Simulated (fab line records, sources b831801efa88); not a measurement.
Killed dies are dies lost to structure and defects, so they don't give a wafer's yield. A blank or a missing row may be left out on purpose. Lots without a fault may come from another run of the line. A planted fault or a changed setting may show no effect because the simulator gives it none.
Problem report in the 8D (eight disciplines) form, filled by code | flow sky130 | the parts of the form that need people (team, actions taken, sign-off) are left out

1. THE PROBLEM
SD_N_RS at SKY_SD_N_RS_MEAS_16 reads a mean of 71.11 ohm/sq on 6 wafers of 2 lots; wafers without a fault read 68.42 ohm/sq with a standard deviation of 0.099. That is +27 standard deviations from the usual mean.
The step: measures by four-point-probe.
First seen on wafer L653.1, day 31 09:58, on film_metro-04. The record holds 30 wafers of 10 lots with a number at this step. Rule for "out", or "out of limits": more than 4 standard deviations from the usual mean. The other wafers with a number count as sound.

2. WHAT IT IS AND WHAT IT IS NOT
question                    | is                           | is not
which readings at this step | SD_N_RS                      | -
which lots                  | L653, L654                   | L647, L649, L651, L652, L662, L665, L666, L667
which wafers of those lots  | all that have a number       | -
read on which gauges        | film_metro-01, film_metro-04 | film_metro-02
when                        | from day 31 09:58            | up to then (12 sound wafers); but 12 sound wafers of L662, L665, L666, L667 came after

3. SUSPECTS, AND WHAT RULES EACH OUT
Counting: a tool at a process step up to the reading stays a suspect if it ran every lot that is out and no sound lot after the first of them.
- the gauge at SKY_SD_N_RS_MEAS_16: ruled out. The wafers that are out were read on 2 gauges (film_metro-01, film_metro-04).
- plasma_asher-04 at SKY_SD_N_STRIP_11 (strips in O2/N2): ruled out as a lasting fault. Sound lots L662 ran on it after its first lot that is out, L653 (day 31 09:35).
- rtp_anneal-02 at SKY_SD_N_RTA_14 (time 2 s): ruled out as a lasting fault. Sound lots L665, L667 ran on it after its first lot that is out, L653 (day 31 09:48).
Left after counting: nothing in the record.

4. THE CAUSE (what the simulator had put in)
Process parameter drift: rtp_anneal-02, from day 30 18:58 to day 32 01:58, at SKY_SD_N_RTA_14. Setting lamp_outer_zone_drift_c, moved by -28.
Counting ruled it out, wrongly: the rule takes a fault to strike every lot that its tool runs from its start on, and this one did not.

5. THE CHAIN OF EFFECTS, in route order
Each row: a reading whose mean over the struck wafers that have a number lies more than 3 standard deviations from the usual. Only readings for which the record gives a usual standard deviation are gone through. hours: the time from each lot's start at the first step in this table that gives one to its start at this step, as a median over the lots. sigmas: the change in usual standard deviations.
hours | step                | reading | usual        | on struck wafers | change | sigmas
0     | SKY_SD_N_RS_MEAS_16 | SD_N_RS | 68.42 ohm/sq | 71.11            | +2.69  | +27
0     | SKY_SD_N_RS_MEAS_17 | SD_P_RS | 146.7 ohm/sq | 161.9            | +15.2  | +48

6. WHAT WOULD HAVE CAUGHT IT SOONER
In this record the first reading out of limits at a measuring or inspecting step was taken at day 31 09:58, 15 hours after the fault began at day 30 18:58.
Of the tool readings at SKY_SD_N_RTA_14 for which the record gives a usual standard deviation, none was out on any struck wafer, so an alarm limit of 4 standard deviations on them would not have fired.
